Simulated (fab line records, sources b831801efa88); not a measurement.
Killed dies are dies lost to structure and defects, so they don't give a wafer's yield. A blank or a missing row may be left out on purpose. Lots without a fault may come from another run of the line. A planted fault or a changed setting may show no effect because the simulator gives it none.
Chamber matching | flow gf180mcu | GF_V1_CMP_04 on cmp-02: 4 sister chambers
The step polishes SiO2. 4 wafers are shown with their chamber, then 7 later ones without.

WAFERS WITH THEIR CHAMBER
wafer  | chamber | motor_current_A (A)
L851.5 | 2       | 13.7
L857.2 | 3       | 10.1
L857.3 | 1       | 12.1
L862.5 | 0       | 10.4

WAFERS WITHOUT THEIR CHAMBER
wafer  | motor_current_A (A)
L862.6 | 9.5
L863.1 | 11.8
L863.2 | 9.6
L863.4 | 12.9
L871.1 | 12.0
L871.4 | 13.1
L871.5 | 13.3

WHICH CHAMBER EACH WENT THROUGH
wafer  | from the rows above     | in truth
L862.6 | can't be placed: 3 or 0 | 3
L863.1 | 1                       | 1
L863.2 | can't be placed: 3 or 0 | 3
L863.4 | can't be placed: 2 or 1 | 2
L871.1 | 1                       | 1
L871.4 | can't be placed: 2 or 1 | 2
L871.5 | can't be placed: 2 or 1 | 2
Placed correctly: 2 of 7. Can't be placed from these rows: 5 (the true chamber is among the candidates in 5). Placed wrongly: 0.
How it was worked out, from the rows above alone: a wafer's distance from a chamber is the root of the sum, over the readings, of the square of ((its reading less the chamber's mean) divided by the reading's scatter). The wafer belongs to the nearest chamber; if the next one is less than 2 further off, it can't be placed. A chamber's mean is the mean of its shown wafers. The scatter: with one shown wafer a chamber, the root of the mean of the squares of how far each hidden wafer lies from its nearest shown one.
